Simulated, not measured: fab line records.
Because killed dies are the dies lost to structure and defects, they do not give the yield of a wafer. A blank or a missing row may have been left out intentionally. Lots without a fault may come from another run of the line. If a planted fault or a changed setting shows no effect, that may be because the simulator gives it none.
Which tool was responsible? -- flow gf180mcu -- 36 wafers sampled from 12 lots at 1 step of a route of 602

WHAT EACH GAUGE READ, for each wafer
GF_V1_RS_MEAS_24: a four-point-probe measurement.
lot,measured,on,V1_W_RS (ohm/sq)
L075,day 18 15:56,film metro-04,0.332 0.330 0.330
L077,day 19 07:29,film metro-01,0.328 0.333 0.328
L079,day 20 08:22,film metro-04,0.323 0.328 0.326
L081,day 21 02:58,film metro-01,0.327 0.326 0.326
L083,day 21 14:38,film metro-01,0.324 0.324 0.319
L085,day 22 09:23,film metro-01,0.326 0.331 0.328
L087,day 22 21:10,film metro-02,0.329 0.327 0.326
L089,day 23 16:50,film metro-02,0.326 0.323 0.324
L091,day 24 13:13,film metro-02,0.326 0.325 0.326
L093,day 24 20:30,film metro-04,0.325 0.323 0.329
L095,day 25 16:01,film metro-04,0.331 0.332 0.328
L097,day 26 06:38,film metro-01,0.326 0.325 0.325

EACH LOT AND THE TOOL THAT RAN IT (in order: tool; ch and the chambers of the sampled wafers; start)
Record: no process step prior to these readings.

THE ANSWER, worked out from the rows above alone
Rule: what is usual is taken from the lots themselves. Put in order of their means at a reading, lots are off if they are a third of the lots or fewer, leave a main group of 4 or more, and stand apart from it by a gap of 3 or more times the standard deviation of the main group's means; of several such gaps the widest counts. Not used: any main group whose means are identical at the precision the tables above print for the reading. Also off: a lot with no number at a reading for which 4 or more lots have one. The other lots that the step has rows for count as sound.
Across all readings shown, no lot is off: no conclusion can be drawn from this.

WHAT THE SIMULATOR HAD INSERTED
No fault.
